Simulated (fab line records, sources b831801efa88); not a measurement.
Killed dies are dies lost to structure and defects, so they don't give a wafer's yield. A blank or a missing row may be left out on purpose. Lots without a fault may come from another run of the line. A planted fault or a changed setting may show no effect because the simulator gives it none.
A struck lot beside a sound one | flow sky130 | 18 steps out of a route of 708
Sound: wafers L438.3, L438.5, L438.6. Struck: wafers L435.3, L435.5, L435.6. The cause comes at the end.
At each step with rows: each side's tool, then ch and its chambers, then its first start. Under that, the readings that differ: sound wafers | struck wafers | difference of the means | sigmas: that difference in standard deviations of wafers without a fault.
alike: readings whose means differ by less than 2 such deviations, and words and numbers that are the same on both sides. not compared: withheld readings, readings that some wafer has no value for, bounds like >300 that may hide the same value, and numbers for which the record gives no deviation and whose values overlap.
The two part at a step that has a row with sigmas, a row that says differs or no value, or rows on one side only. Numbers that don't overlap but have no deviation are shown without sigmas and don't part them. A reading that every wafer of one side lacks parts them only if that side has two wafers or more.

first, 4 steps without rows for these wafers: SKY_VT_ADJUST_PCH_SOFTBAKE_03; SKY_VT_ADJUST_PCH_EXPOSE_04 (exposes mask NWM, target cd 840 nm); SKY_VT_ADJUST_PCH_PEB_05; SKY_VT_ADJUST_PCH_DEVELOP_06 (develop time 60 s).
SKY_VT_ADJUST_PCH_OVL_MEAS_07:
  sound on overlay-02, day 17 15:44; struck on overlay-02, day 16 10:17
  alike: VT_ADJUST_PCH_OVL
then, 1 step without rows for these wafers: SKY_VT_ADJUST_PCH_IMPLANT_08.
SKY_VT_ADJUST_PCH_STRIP_09: strips in O2/N2.
  sound on plasma_asher-04 ch 0,1, day 17 15:56; struck on plasma_asher-04 ch 0,1, day 16 10:29
  alike: drypump_motor_current_A, oes_product_au, strip_time_to_endpoint_s
  not compared: rf_hours_counter_h
SKY_VT_ADJUST_PCH_TW_MEAS_10:
  sound on film_metro-02, day 17 16:01; struck on film_metro-01, day 16 10:34
  alike: VT_ADJUST_PCH_TW
then, 4 steps without rows for these wafers: SKY_SONOS_TUNNEL_DEHYDRATE_00 (time 60 s); SKY_SONOS_TUNNEL_HMDS_01 (prime time 60 s); SKY_SONOS_TUNNEL_COAT_02 (resist thk 1140 nm); SKY_SONOS_TUNNEL_SOFTBAKE_03 (time 60 s).
SKY_SONOS_TUNNEL_EXPOSE_04: exposes mask TUNM, target cd 410 nm.
  sound on iline_stepper-01 ch 0, day 18 07:19; struck on iline_stepper-02 ch 0, day 17 01:10
  reading              | sound                | struck               | difference | sigmas
  exposure_dose_mJ_cm2 | 135.87 135.91 136.09 | 129.53 129.61 129.45 | -6.43      | -54
  alike: mask
then, 2 steps without rows for these wafers: SKY_SONOS_TUNNEL_PEB_05; SKY_SONOS_TUNNEL_DEVELOP_06 (develop time 60 s).
SKY_SONOS_TUNNEL_CD_MEAS_07: target cd 410 nm.
  sound on cd_sem-01, day 18 21:59; struck on cd_sem-01, day 17 15:38
  reading    | sound             | struck            | difference | sigmas
  cd_nm (nm) | 414.6 412.8 413.8 | 396.0 395.7 398.0 | -17.2      | -6
SKY_SONOS_TUNNEL_OVL_MEAS_08:
  sound on overlay-02, day 18 22:04; struck on overlay-01, day 17 15:43
  alike: SONOS_TUNNEL_OVL
SKY_PAD_OPEN_PROBE_99:
  the record has rows for the sound wafers here (prober-02, day 50 21:14) and none for the struck ones

WHERE THEY PART
First at SKY_SONOS_TUNNEL_EXPOSE_04; last, within this record, at SKY_PAD_OPEN_PROBE_99.

WHY: what the simulator had put in
Process parameter drift: iline_stepper-02, from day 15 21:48 on, at SKY_SONOS_TUNNEL_EXPOSE_04. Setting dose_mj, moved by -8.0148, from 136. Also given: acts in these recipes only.
